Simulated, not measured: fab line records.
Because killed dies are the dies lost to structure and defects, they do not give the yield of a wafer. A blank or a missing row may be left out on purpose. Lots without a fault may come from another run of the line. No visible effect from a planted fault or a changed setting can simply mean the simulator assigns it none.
Check for tools in common + flow gf180mcu + Lots sampled 12, wafers sampled 36

== REASON FOR OPENING ==
3 of 12 lots carry a flag on the reading POLY_GATE_CVD_00_THK at GF_POLY_GATE_THK_MEAS_01. Wafers without a fault read 200.8 nm, standard deviation 2.2.
Rule: flag the lot when none of its wafers has a number, or when each of its wafers that has one lies beyond 4 standard deviations from that mean. The rest of the lots are taken to be sound.

| lot  | measured     | on            | POLY_GATE_CVD_00_THK (nm), wafer by wafer | flag    |
|------|--------------|---------------|-------------------------------------------|---------|
| L227 | day 8 20:43  | film_metro-03 | 198.9 199.1 200.0                         |         |
| L229 | day 9 11:35  | film_metro-02 | 201.7 199.9 199.9                         |         |
| L230 | day 9 15:34  | film_metro-04 | 401.4 399.2 399.0                         | FLAGGED |
| L232 | day 10 03:43 | film_metro-02 | 196.3 196.4 198.1                         |         |
| L235 | day 11 04:30 | film_metro-04 | 398.2 398.8 398.7                         | FLAGGED |
| L237 | day 11 14:22 | film_metro-02 | 403.7 404.3 403.5                         | FLAGGED |
| L243 | day 13 07:51 | film_metro-03 | 203.1 201.4 203.2                         |         |
| L244 | day 13 14:10 | film_metro-03 | 205.9 205.1 206.5                         |         |
| L245 | day 13 22:55 | film_metro-02 | 199.2 200.5 200.3                         |         |
| L246 | day 14 03:20 | film_metro-02 | 201.5 201.7 201.2                         |         |
| L248 | day 14 19:35 | film_metro-03 | 203.0 200.7 202.4                         |         |
| L249 | day 15 08:11 | film_metro-03 | 202.8 203.1 202.4                         |         |
Average over the flagged lots: 400.8 nm; offset from the usual +200.0 nm, equal to +91 standard deviations.

== WHICH TOOL EACH LOT WENT THROUGH ==
The record holds 3 process steps before the reading, out of a route of 602 steps. Each cell gives the tool, then ch followed by the chambers the sampled wafers passed through, then the start.
| lot  | flag    | GF_VT_IMPLANT_STRIP_31               | GF_DUAL_GATE_STRIP_13                | GF_POLY_GATE_CVD_00                                         |
|------|---------|--------------------------------------|--------------------------------------|-------------------------------------------------------------|
| L227 |         | plasma_asher-04 ch 0,1, day 7 06:15  | plasma_asher-04 ch 0,1, day 8 17:41  | lpcvd-01 ch 0, day 8 19:22                                  |
| L229 |         | plasma_asher-01 ch 0, day 7 20:44    | plasma_asher-04 ch 1, day 9 08:34    | lpcvd-02 ch 1, day 9 10:16                                  |
| L230 | FLAGGED | plasma_asher-04 ch 0,1, day 8 01:29  | plasma_asher-03 ch 0,1, day 9 10:55  | lpcvd-02 ch 1, day 9 12:37                                  |
| L232 |         | plasma_asher-01 ch 0,1, day 8 11:55  | plasma_asher-03 ch 1, day 9 23:13    | lpcvd-02 ch 0, day 10 02:23                                 |
| L235 | FLAGGED | plasma_asher-01 ch 0,1, day 9 09:02  | plasma_asher-03 ch 0,1, day 10 23:00 | lpcvd-02 ch 1, day 11 01:24 and lpcvd-01 ch 1, day 11 03:09 |
| L237 | FLAGGED | plasma_asher-01 ch 0,1, day 9 18:23  | plasma_asher-04 ch 0,1, day 11 09:50 | lpcvd-01 ch 1, day 11 11:32                                 |
| L243 |         | plasma_asher-01 ch 0,1, day 11 11:01 | plasma_asher-03 ch 0,1, day 13 04:32 | lpcvd-01 ch 1, day 13 06:31                                 |
| L244 |         | plasma_asher-04 ch 1, day 11 17:34   | plasma_asher-04 ch 0,1, day 13 11:07 | lpcvd-01 ch 0, day 13 12:49                                 |
| L245 |         | plasma_asher-02 ch 0,1, day 12 01:11 | plasma_asher-04 ch 0,1, day 13 19:28 | lpcvd-02 ch 1, day 13 21:34                                 |
| L246 |         | plasma_asher-01 ch 0,1, day 12 05:01 | plasma_asher-04 ch 0,1, day 13 23:37 | lpcvd-02 ch 0, day 14 02:00                                 |
| L248 |         | plasma_asher-04 ch 0,1, day 12 21:53 | plasma_asher-02 ch 0,1, day 14 16:32 | lpcvd-01 ch 1, day 14 18:15                                 |
| L249 |         | plasma_asher-04 ch 0,1, day 13 03:01 | plasma_asher-03 ch 0,1, day 15 04:25 | lpcvd-01 ch 1, day 15 06:51                                 |
What the steps here do:
- GF_VT_IMPLANT_STRIP_31: strips in O2/N2.
- GF_DUAL_GATE_STRIP_13: strips in O2/N2.
- GF_POLY_GATE_CVD_00: deposits poly-Si, target thk 200 nm, time 1200 s.
- GF_POLY_GATE_THK_MEAS_01

== FLAGGED AGAINST TOTAL, ONE TOOL AT A TIME (gauges that did the reading follow at the end) ==
| step                     | tool            | lots run | flagged | share of the flagged lots | sound lots run after its first flagged lot |
|--------------------------|-----------------|----------|---------|---------------------------|--------------------------------------------|
| GF_VT_IMPLANT_STRIP_31   | plasma_asher-01 | 6        | 2       | some                      | 2 (L243,L246)                              |
| GF_VT_IMPLANT_STRIP_31   | plasma_asher-02 | 1        | 0       | none                      | -                                          |
| GF_VT_IMPLANT_STRIP_31   | plasma_asher-04 | 5        | 1       | some                      | 3 (L244,L248,L249)                         |
| GF_DUAL_GATE_STRIP_13    | plasma_asher-02 | 1        | 0       | none                      | -                                          |
| GF_DUAL_GATE_STRIP_13    | plasma_asher-03 | 5        | 2       | some                      | 3 (L232,L243,L249)                         |
| GF_DUAL_GATE_STRIP_13    | plasma_asher-04 | 6        | 1       | some                      | 3 (L244,L245,L246)                         |
| GF_POLY_GATE_CVD_00      | lpcvd-01        | 7        | 2       | some                      | 4 (L243,L244,L248,L249)                    |
| GF_POLY_GATE_CVD_00      | lpcvd-02        | 6        | 2       | some                      | 3 (L232,L245,L246)                         |
| GF_POLY_GATE_THK_MEAS_01 | film_metro-02   | 5        | 1       | some                      | 2 (L245,L246)                              |
| GF_POLY_GATE_THK_MEAS_01 | film_metro-03   | 5        | 0       | none                      | -                                          |
| GF_POLY_GATE_THK_MEAS_01 | film_metro-04   | 2        | 2       | some                      | 0                                          |

== WHAT THE TABLE PERMITS ==
No row of the table ran every flagged lot.

== WHAT THE SIMULATOR HAD PUT IN ==
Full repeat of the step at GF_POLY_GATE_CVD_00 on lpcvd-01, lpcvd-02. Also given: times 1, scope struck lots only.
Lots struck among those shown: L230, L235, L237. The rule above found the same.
